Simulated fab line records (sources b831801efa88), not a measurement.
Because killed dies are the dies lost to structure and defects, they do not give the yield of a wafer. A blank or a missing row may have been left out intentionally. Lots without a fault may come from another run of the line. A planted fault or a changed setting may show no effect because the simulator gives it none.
8D (eight disciplines) problem report, filled in by code | flow sky130 | the parts of the form that need people (team, actions taken, sign-off) are left out

## 1. THE ISSUE
Wafers free of any fault read 5271 ohm/sq (standard deviation 21) for PWDE_RS at SKY_NWELL_RS_MEAS_31, against a mean of 5011 ohm/sq on 6 wafers of 2 lots. That puts it -12 standard deviations away from the usual mean.
The step: measures by four-point-probe.
Earliest sighting: wafer L323.3 on film metro-02 at day 10 05:58. At this step, 36 wafers from 12 lots have a number in the record. Rule for "out" (also "out of limits"): further than 4 standard deviations from the usual mean. Any other wafer with a number is counted as sound.

## 2. WHAT IT IS AND WHAT IT IS NOT
question                    | is                           | is not
which readings at this step | PWDE_RS                      | -
which lots                  | L323, L324                   | L306, L310, L311, L312, L313, L314, L315, L320, L326, L327
which wafers of those lots  | all that have a number       | -
read on which gauges        | film metro-01, film metro-02 | -
when                        | from day 10 05:58            | up to then (24 sound wafers); but 6 sound wafers of L326, L327 came after

## 3. SUSPECTS, AND WHAT RULES EACH OUT
Counting: a tool stays on the suspect list if, at a process step up to the reading, it processed all lots that are out and no sound lot following the first of them.
- the gauge at SKY_NWELL_RS_MEAS_31: ruled out. Those wafers that are out were read across 2 gauges (film metro-01, film metro-02).
- implanter-03 at SKY_PWDE_IMPLANT_08: kept. It ran every lot that is out, first L323 (day 8 08:59), and no sound lot after that; its last sound lot up to then is L314 (day 6 05:43). Its own readings are out on those wafers: dose ions cm2.
- plasma asher-04 at SKY_NWELL_STRIP_25 (strips in O2/N2): ruled out as a lasting fault. After its first lot that is out, L323 (day 10 05:25), sound lots L327 ran on it.
After counting, what remains is implanter-03 at SKY_PWDE_IMPLANT_08.

## 4. THE CAUSE (what the simulator had put in)
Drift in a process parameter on implanter-03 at SKY_PWDE_IMPLANT_08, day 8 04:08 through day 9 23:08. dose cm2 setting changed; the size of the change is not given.
Counting left only this tool.

## 5. THE CHAIN OF EFFECTS, in route order
One row per reading whose mean, taken over the struck wafers that have a number, lies over 3 standard deviations from the usual. Scope: only readings with a usual standard deviation given in the record; hours: median across lots of the time from each lot's start at the first step in this table that gives one to its start at this step; sigmas: change in usual standard deviations.
hours | step                 | reading       | usual       | on struck wafers | change   | sigmas
0     | SKY_PWDE_IMPLANT_08  | dose ions cm2 | 3.6e+12     | 3.8e+12          | +2.4e+11 | +54
45    | SKY_NWELL_RS_MEAS_31 | PWDE_RS       | 5271 ohm/sq | 5011             | -260     | -12
Here are the process steps it includes:
- SKY_PWDE_IMPLANT_08

## 6. HOW IT WOULD HAVE BEEN CAUGHT EARLIER
In this record the first reading out of limits at a measuring or inspecting step was taken at day 10 05:58, 50 hours after the fault began at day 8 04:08.
The tool's own readings at SKY_PWDE_IMPLANT_08 were out on every struck wafer that the step has a row for (dose ions cm2): an alarm limit on them would have fired on the first of those.
Each of the lots that are out, 2 in all, had begun SKY_PWDE_IMPLANT_08 on implanter-03 no later than day 10 05:58. None of them would have been spared by holding the tool at that moment.
